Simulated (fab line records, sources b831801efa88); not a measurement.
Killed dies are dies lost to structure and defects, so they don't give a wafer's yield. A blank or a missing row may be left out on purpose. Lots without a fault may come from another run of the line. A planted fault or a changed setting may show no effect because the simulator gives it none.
fab line records | flow sky130
record lots=6 wafers=18 last_day=49
route steps=708 shown VIA2@510 PAD_OPEN@708
lots that met no fault: from a run of the same line without faults
start_h: hours from the record's first day to the start of the lot's first wafer shown | wait_h: hours since the lot's step before | " the same as in the row above | L1.1+2: a row that stands for several wafers | - no value, or no start given | * or withheld: withheld | < > ~ a bound
route shown NAME@n: a module of which the file shows steps, and the number in the route of the first | usual: mean/standard deviation of fault-free wafers | same: alike in all rows | chamber/n: place in a boat | sites: the reading at each site | _std_site: their standard deviation | _edge_site: outer sites' mean less inner sites' | radius_mm: how far each site lies from the wafer's centre | mask NAME#n: copy n | behind: the tool/chamber that last shaped the wafer | hold: why the lot was held/for how many hours/how that ended | device: the transistor (n, p or np) that didn't switch | end of line: the same wafers' tests at the end of the route | a step without rows: its recipe alone | killed: dies lost to structure and defects at the first sort, not the wafer's yield | map: a wafer's dies, x killed, . not, _ none there
set.NAME: the setting as run; set.NAME@STEP: as run at that earlier step | model.NAME: the simulator's own value behind a step, which no gauge read
lots at some steps of the route; a table a step, a row a wafer
services: from which hour (start_h, from the record's first day; less than 0 if before it) a tool's chamber was out of use, for how many hours, and why
## steps
# step SKY_VIA2_BOW_MEAS_03
# recipe mode=bow
# usual VIA2_BOW=85/6.7
# columns lot.wafer tool chamber start_h wait_h VIA2_BOW[um]
L638.2 film_metro-02 - 852.32 0.3 73
L638.4 " - " " 80
L638.5 " - " " 91
L639.2 film_metro-04 - 861.03 0.3 77
L639.4 " - " " 84
L639.5 " - " " 78
L641.2 film_metro-02 - 875.87 0.2 81
L641.3 " - " " 82
L641.4 " - " " 78
L649.4 film_metro-02 - 936.71 0.3 87
L649.5 " - " " 94
L649.6 " - " " 81
L652.2 film_metro-01 - 960.97 0.2 85
L652.3 " - " " 80
L652.6 " - " " 76
L653.1 film_metro-01 - 962.65 0.1 77
L653.2 " - " " 91
L653.5 " - " " 83
# step SKY_VIA2_DEHYDRATE_04
# recipe temp_c=200 time_s=60
# step SKY_VIA2_HMDS_05
# recipe prime_time_s=60 prime_temp_c=120
# step SKY_VIA2_COAT_06
# recipe resist=BARC temp_c=withheld time_s=withheld spin_rpm=3000 resist_thk_nm=60
# step SKY_VIA2_COAT_07
# recipe resist=KrF-thick spin_rpm=3000 resist_thk_nm=450
# step SKY_VIA2_SOFTBAKE_08
# recipe temp_c=100 time_s=90 resist=KrF-thick
# step SKY_VIA2_EXPOSE_09
# recipe mask_id=VIM2 na=0.8 source_shape=annular sigma_inner=0.55 sigma_outer=0.85 target_cd_nm=200 dose_mj=38
# step SKY_VIA2_PEB_10
# recipe peb_temp_c=withheld peb_time_s=withheld resist=KrF-thick
# step SKY_VIA2_DEVELOP_11
# recipe develop_time_s=60 resist=KrF-thick dev_temp_c=21
# step SKY_VIA2_CD_MEAS_12
# recipe target_cd_nm=200
# usual cd_nm=199.8/1.6
# columns lot.wafer tool chamber start_h wait_h cd_nm
L638.2 cd_sem-01 - 878.36 - 198.0
L638.4 " - " " 199.1
L638.5 " - " " 200.7
L639.2 cd_sem-01 - 886.71 - 196.7
L639.4 " - " " 197.2
L639.5 " - " " 197.5
L641.2 cd_sem-02 - 900.85 - 203.1
L641.3 " - " " 201.8
L641.4 " - " " 201.4
L649.4 cd_sem-02 - 960.66 - 199.1
L649.5 " - " " 199.7
L649.6 " - " " 200.9
L652.2 cd_sem-02 - 985.15 - 199.3
L652.3 " - " " 199.9
L652.6 " - " " 200.7
L653.1 cd_sem-02 - 986.93 - 200.7
L653.2 " - " " 200.2
L653.5 " - " " 199.6
# step SKY_VIA2_OVL_MEAS_13
# usual VIA2_OVL=2/4.8
# columns lot.wafer tool chamber start_h wait_h VIA2_OVL[nm]
L638.2 overlay-02 - 878.47 0.1 5
L638.4 " - " " 3
L638.5 " - " " -2
L639.2 overlay-02 - 886.82 0.1 3
L639.4 " - " " 8
L639.5 " - " " 4
L641.2 overlay-01 - 900.96 0.1 8
L641.3 " - " " 5
L641.4 " - " " 4
L649.4 overlay-01 - 960.73 0.1 -3
L649.5 " - " " -6
L649.6 " - " " 0
L652.2 overlay-01 - 985.26 0.1 7
L652.3 " - " " 6
L652.6 " - " " 7
L653.1 overlay-02 - 987.05 0.1 3
L653.2 " - " " 3
L653.5 " - " " 3
# step SKY_VIA2_ETCH_14
# recipe chemistry=N2/H2 target=BARC ion_energy_ev=200 source_w=500 bias_w=100 pressure_mtorr=30 n2_flow_sccm=100 h2_flow_sccm=200 stop_on=SiO2 time_s=45.9 target_depth_a=600
# usual bias_w=99.97/0.28 chamber_pressure_mTorr=30.000/0.027 drypump_motor_current_A=5.7/0.32 oes_product_au=0.854/0.0048 throttle_valve_pct=13.225/0.0086
# same time_s=45.9
# columns lot.wafer tool chamber start_h wait_h bias_w chamber_pressure_mTorr drypump_motor_current_A oes_product_au rf_hours_counter_h throttle_valve_pct
L638.2 rie_diel-01 0 878.50 0.0 100.06 29.963 5.6 0.858 5 13.219
L638.4 " 2 " " 100.26 30.009 5.8 0.853 6 13.229
L638.5 " 3 " " 100.14 30.050 6.1 0.850 - 13.229
L639.2 rie_diel-03 2 886.85 0.0 100.14 29.971 5.1 0.856 8 13.223
L639.4 " 0 " " 100.11 30.019 6.1 0.853 15 13.237
L639.5 " 3 " " 100.34 29.985 6.0 0.858 - 13.226
L641.2 rie_diel-03 0 900.99 0.0 100.14 29.986 6.1 0.855 16 13.216
L641.3 " 1 " " 99.33 30.009 5.8 0.853 15 13.220
L641.4 " 3 " " 100.06 30.014 6.0 0.853 16 13.221
L649.4 rie_diel-01 3 960.75 0.0 99.14 29.983 6.1 0.849 15 13.212
L649.5 " 1 " " 100.52 29.968 6.1 0.854 - 13.226
L649.6 " 2 " " 100.18 30.006 5.8 0.855 - 13.217
L652.2 rie_diel-01 3 985.29 0.0 99.74 29.989 6.1 0.848 15 13.233
L652.3 " 2 " " 99.91 29.991 5.8 0.855 8 13.233
L652.6 " 2 " " 100.12 30.020 5.8 0.855 - 13.229
L653.1 rie_diel-03 3 987.09 0.0 99.77 30.034 6.0 0.854 18 13.215
L653.2 " 1 " " 99.91 30.026 5.8 0.845 18 13.228
L653.5 " 2 " " 100.00 30.017 5.2 0.850 - 13.224
# step SKY_VIA2_ETCH_15
# recipe target=SiO2 chemistry=C4F8/O2/Ar target_depth_nm=546 stop_on=TiN mask_material=KrF-thick source_w=1500 bias_w=1200 pressure_mtorr=40 c4f8_flow_sccm=withheld O2_flow_sccm=6 Ar_flow_sccm=300 time_s=84
# usual bias_w=1199/3.4 chamber_pressure_mTorr=40.00/0.036 oes_product_au=0.940/0.0045
# same time_s=84
# columns lot.wafer tool chamber start_h wait_h bias_w chamber_pressure_mTorr oes_product_au rf_hours_counter_h
L638.2 rie_diel-01 0 878.54 0.0 1199 39.98 0.942 5
L638.4 " 2 " " 1200 40.01 0.938 6
L638.5 " 3 " " 1195 39.96 0.937 -
L639.2 rie_diel-03 2 886.89 0.0 1253 39.97 0.930 9
L639.4 " 0 " " 1253 40.05 0.937 15
L639.5 " 3 " " 1255 40.04 0.948 -
L641.2 rie_diel-03 0 901.03 0.0 1251 40.00 0.942 16
L641.3 " 1 " " 1257 39.99 0.938 15
L641.4 " 3 " " 1258 40.01 0.944 16
L649.4 rie_diel-01 3 960.79 0.0 1200 39.96 0.942 15
L649.5 " 1 " " 1203 39.99 0.930 -
L649.6 " 2 " " 1196 40.01 0.935 -
L652.2 rie_diel-01 3 985.33 0.0 1199 40.01 0.938 16
L652.3 " 2 " " 1201 40.03 0.940 8
L652.6 " 2 " " 1204 39.98 0.937 -
L653.1 rie_diel-03 3 987.13 0.0 1198 40.03 0.939 18
L653.2 " 1 " " 1195 39.99 0.938 18
L653.5 " 2 " " 1196 39.98 0.944 -
# step SKY_VIA2_STRIP_16
# recipe chemistry=O2/N2 power_w=1400 pressure_mtorr=1500 platen_temp_c=withheld o2_flow_sccm=3000 n2_flow_sccm=300 overash_fraction=0.5
# usual chamber_pressure_mTorr=1499.9/1.4 drypump_motor_current_A=5.6/0.61 oes_product_au=0.398/0.0047 strip_time_to_endpoint_s=4.04/0.037
# columns lot.wafer tool chamber start_h wait_h chamber_pressure_mTorr drypump_motor_current_A oes_product_au rf_hours_counter_h strip_time_to_endpoint_s
L638.2 plasma_asher-04 1 878.61 0.0 1499.2 5.3 0.391 106 4.06
L638.4 " 1 " " 1500.5 5.4 0.393 - 4.02
L638.5 " 0 " " 1501.9 4.7 0.387 - 4.00
L639.2 plasma_asher-04 0 886.95 0.0 1501.7 4.7 0.394 107 3.99
L639.4 " 0 " " 1498.3 4.7 0.395 - 4.02
L639.5 " 1 " " 1497.6 5.3 0.394 - 4.05
L641.2 plasma_asher-02 0 901.09 0.0 1501.8 6.6 0.399 46 4.04
L641.3 " 0 " " 1501.8 6.6 0.408 - 4.07
L641.4 " 1 " " 1498.5 6.1 0.399 - 4.02
L649.4 plasma_asher-02 1 960.89 0.1 1500.2 6.1 0.397 - 4.05
L649.5 " 0 " " 1500.2 6.6 0.397 - 4.02
L649.6 " 1 " " 1500.7 6.0 0.398 - 4.05
L652.2 plasma_asher-03 1 985.39 0.0 1501.1 5.5 0.400 87 4.05
L652.3 " 1 " " 1500.7 5.5 0.400 - 4.06
L652.6 " 0 " " 1500.4 5.6 0.398 - 4.05
L653.1 plasma_asher-02 0 987.19 0.0 1500.6 6.6 0.400 55 4.01
L653.2 " 1 " " 1502.5 6.1 0.398 55 4.04
L653.5 " 1 " " 1496.1 6.0 0.393 - 3.94
# step SKY_PAD_OPEN_PROBE_99
# usual defect_limited_yield=82.9/2 killed_at_M0_to_M3=42/7.6 killed_at_M4_up=2.9/1.7 killed_at_contacts=24/5.1 killed_at_front_end=15/4 killed_at_other=0.2/0.38 killed_dies=84/9.9 killed_open=46/7.2 killed_short=38/6.6 sort_bin_3_pad_short=0.9/0.38 sort_bin_5_function=10.2/1.5 sort_bin_6_memory=6.0/1 sort_n_pass=408/9.9 sort_yield_pct=82.9/2
# same gross_dies=492 killed_at_back_side=0 sort_bin_4_leakage[%]=0 sort_bin_8_speed[%]=0
# columns lot.wafer tool chamber start_h wait_h defect_limited_yield[%] killed_at_M0_to_M3 killed_at_M4_up killed_at_contacts killed_at_front_end killed_at_other killed_dies killed_open killed_short sort_bin_3_pad_short[%] sort_bin_5_function[%] sort_bin_6_memory[%] sort_n_pass sort_yield_pct[%]
L639.2 prober-01 - 1106.84 0.1 83.7 40 3 20 17 0 80 34 46 0.6 10.2 5.5 412 83.7
L639.4 prober-01 - 1106.94 0.2 82.3 40 3 27 17 0 87 57 30 0.6 11.2 5.9 405 82.3
L639.5 prober-01 - 1106.99 0.2 80.9 62 4 18 10 0 94 46 48 0.8 12.2 6.1 398 80.9
L649.4 prober-01 - 1165.55 0.2 85.8 41 3 14 12 0 70 41 29 1.0 8.1 5.1 422 85.8
L649.5 prober-01 - 1165.60 0.2 80.5 42 2 26 26 0 96 56 40 1.4 11.8 6.3 396 80.5
L649.6 prober-01 - 1165.65 0.2 83.7 44 1 20 15 0 80 41 39 0.8 10.2 5.3 412 83.7
# killed by level:class
L639.2 LI_CONTACT:geometric_particle:open=6 CONTACT:geometric_particle:open=6 METAL1:geometric_particle:short=6 VIA2:geometric_particle:short=6 VIA3:geometric_particle:open=6 METAL2:geometric_particle:short=5 VIA2:geometric_particle:open=5 POLY_GATE:geometric_particle:short=4
L639.4 CONTACT:geometric_particle:open=14 LI_CONTACT:geometric_particle:open=10 VIA1:geometric_particle:open=10 VIA2:geometric_particle:open=7 METAL2:geometric_particle:short=5 VIA3:geometric_particle:short=5 VIA3:geometric_particle:open=4 METAL1:geometric_particle:short=4
L639.5 VIA3:geometric_particle:open=11 VIA1:geometric_particle:open=10 METAL1:geometric_particle:short=7 VIA1:geometric_particle:short=7 CONTACT:geometric_particle:open=6 VIA2:geometric_particle:short=6 VIA3:geometric_particle:short=5 LI_CONTACT:geometric_particle:open=4
L649.4 VIA1:geometric_particle:open=12 VIA1:geometric_particle:short=6 LI_CONTACT:geometric_particle:open=5 VIA3:geometric_particle:open=4 CONTACT:geometric_particle:open=4 METAL1:geometric_particle:short=4 METAL2:geometric_particle:short=4 SONOS_ONO:geometric_particle:open=3
L649.5 FIELD_ISO:geometric_particle:open=9 VIA1:geometric_particle:open=9 CONTACT:geometric_particle:open=8 VIA2:geometric_particle:open=8 METAL1:geometric_particle:short=7 LI_CONTACT:geometric_particle:open=6 LOCAL_INTERCONNECT:geometric_particle:short=5 CONTACT:geometric_particle:short=5
L649.6 VIA1:geometric_particle:open=12 CONTACT:geometric_particle:open=10 METAL2:geometric_particle:short=9 POLY_GATE:geometric_particle:open=4 POLY_GATE:geometric_particle:short=4 VIA2:geometric_particle:open=4 LI_CONTACT:geometric_particle:open=4 VIA2:geometric_particle:short=4
## services
# columns tool chamber start_h hours kind
plasma_asher-02 - 885.60 4.2 repair
plasma_asher-03 - 887.98 2.4 repair
rie_diel-01 2 917.06 14.8 repair
plasma_asher-04 - 944.42 2.7 repair
## key
first_sign step=SKY_VIA2_ETCH_15 reading=bias_w direction=up sigmas=16 usual=1199 struck=1255
effect none on later readings
met_at SKY_VIA2_ETCH_15
struck_wafers L639.2,L639.4,L639.5,L641.2,L641.3,L641.4
fault kind=process_parameter_drift tool=rie_diel-03 chamber=- onset_h=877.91 steps=SKY_VIA2_ETCH_15 channel=bias_w offset=56.504 shape=step end_h=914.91 acts_in=these_recipes_only stated=1200
